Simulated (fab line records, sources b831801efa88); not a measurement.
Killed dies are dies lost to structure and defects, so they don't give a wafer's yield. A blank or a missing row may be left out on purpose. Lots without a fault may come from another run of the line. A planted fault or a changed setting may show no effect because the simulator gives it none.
Which tool did it? | flow gf180mcu | 7 lots, 21 wafers sampled, at 4 steps of a route of 602

WHAT THE GAUGES READ, wafer by wafer
GF_M3_OVL_MEAS_15.
lot  | measured     | on         | M3_OVL (nm)
L267 | day 21 13:05 | overlay-01 | 16 11 5
L270 | day 22 15:51 | overlay-01 | 6 8 1
L272 | day 23 12:53 | overlay-02 | 3 8 -6
L275 | day 25 01:08 | overlay-01 | -5 4 -1
L279 | day 26 13:41 | overlay-02 | 7 -3 1
L285 | day 28 07:32 | overlay-02 | 1 1 -1
L286 | day 28 16:12 | overlay-02 | 4 8 6

WHICH TOOL RAN EACH LOT (tool, then ch and the chambers of the sampled wafers, then the start)
lot  | GF_VT_IMPLANT_IMPLANT_30        | GF_M2_METAL_ETCH_16               | GF_M3_SPUTTER_03
L267 | implanter-04 ch 0, day 7 05:16  | rie_metal-02 ch 0,1, day 19 10:52 | pvd_sputter-03, day 20 13:17
L270 | implanter-04 ch 0, day 7 22:46  | rie_metal-02 ch 1, day 20 13:13   | pvd_sputter-01, day 21 16:24
L272 | implanter-01 ch 0, day 8 14:11  | rie_metal-01 ch 0,1, day 21 12:04 | pvd_sputter-03, day 22 13:59
L275 | implanter-02 ch 0, day 9 16:57  | rie_metal-01 ch 0,1, day 23 01:31 | pvd_sputter-03, day 24 03:12
L279 | implanter-04 ch 0, day 10 22:38 | rie_metal-02 ch 0, day 24 15:46   | pvd_sputter-01, day 25 16:47
L285 | implanter-02 ch 0, day 12 11:29 | rie_metal-02 ch 0,1, day 26 12:34 | pvd_sputter-03, day 27 11:52
L286 | implanter-02 ch 0, day 12 21:11 | rie_metal-02 ch 0,1, day 26 22:13 | pvd_sputter-03, day 27 20:29
- GF_VT_IMPLANT_IMPLANT_30
- GF_M2_METAL_ETCH_16: etches the open film in Cl2/BCl3, stops on SiO2, target depth 750.8 nm, time 125.1 s.
- GF_M3_SPUTTER_03: material Ti, target thk 10 nm, time 6.7 s.

THE ANSWER, worked out from the rows above alone
Rule: what is usual is taken from the lots themselves. Put in order of their means at a reading, lots are off if they are a third of the lots or fewer, leave a main group of 4 or more, and stand apart from it by a gap of 3 or more times the standard deviation of the main group's means; of several such gaps the widest counts. A main group whose means are all the same, to the digits that the tables above print for the reading, isn't used. A lot without any number at a reading at which 4 lots or more have one is off too. The other lots that the step has rows for count as sound.
No lot is off at any reading shown: from this, nothing can be told.

WHAT THE SIMULATOR HAD PUT IN
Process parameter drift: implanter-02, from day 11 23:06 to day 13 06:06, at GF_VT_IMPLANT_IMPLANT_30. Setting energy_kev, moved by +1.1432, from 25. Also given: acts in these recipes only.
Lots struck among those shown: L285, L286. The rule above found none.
